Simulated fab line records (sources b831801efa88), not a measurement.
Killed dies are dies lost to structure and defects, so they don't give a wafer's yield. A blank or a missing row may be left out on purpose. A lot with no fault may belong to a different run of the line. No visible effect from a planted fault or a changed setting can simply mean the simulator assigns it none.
Matching of chambers    flow gf180mcu    GF_V5_CMP_04 on cmp-02 has 4 sister chambers
The step polishes SiO2. 8 wafers are shown with their chamber, then 7 later ones without.

EACH WAFER AND ITS CHAMBER
wafer   chamber  motor current A (A)
L626.2  3        12.7
L628.5  0        14.3
L629.1  3        12.1
L629.6  1        11.0
L638.1  1        11.2
L638.3  0        13.8
L637.2  2        12.3
L637.5  2        12.9

WAFERS WITHOUT THEIR CHAMBER
wafer   motor current A (A)
L637.6  13.2
L639.2  12.2
L639.5  13.3
L639.6  12.8
L641.1  12.6
L641.4  10.5
L641.5  13.5

THE CHAMBER EACH PASSED THROUGH
wafer   from the rows above           in truth
L637.6  can't be placed: 2 or 3 or 0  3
L639.2  can't be placed: 3 or 2       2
L639.5  can't be placed: 2 or 0 or 3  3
L639.6  can't be placed: 2 or 3       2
L641.1  can't be placed: 2 or 3       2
L641.4  1                             1
L641.5  can't be placed: 0 or 2 or 3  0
Placed correctly: 1 of 7. Not placeable from these rows: 6 (in 6, the candidates include the true chamber). 0 placed wrongly.
How it was worked out, from the rows above alone: a wafer's distance from a chamber is the root of the sum, over the readings, of the square of ((its reading less the chamber's mean) divided by the reading's scatter). If the next closest chamber is less than 2 further off than the closest, the wafer can't be placed; otherwise it belongs to the closest. For every chamber, the mean is computed from those of its wafers that are shown. How the scatter is found: for the shown wafers, subtract from each reading the mean of its chamber, square and add these, divide the total by (wafers less chambers), then take the root.
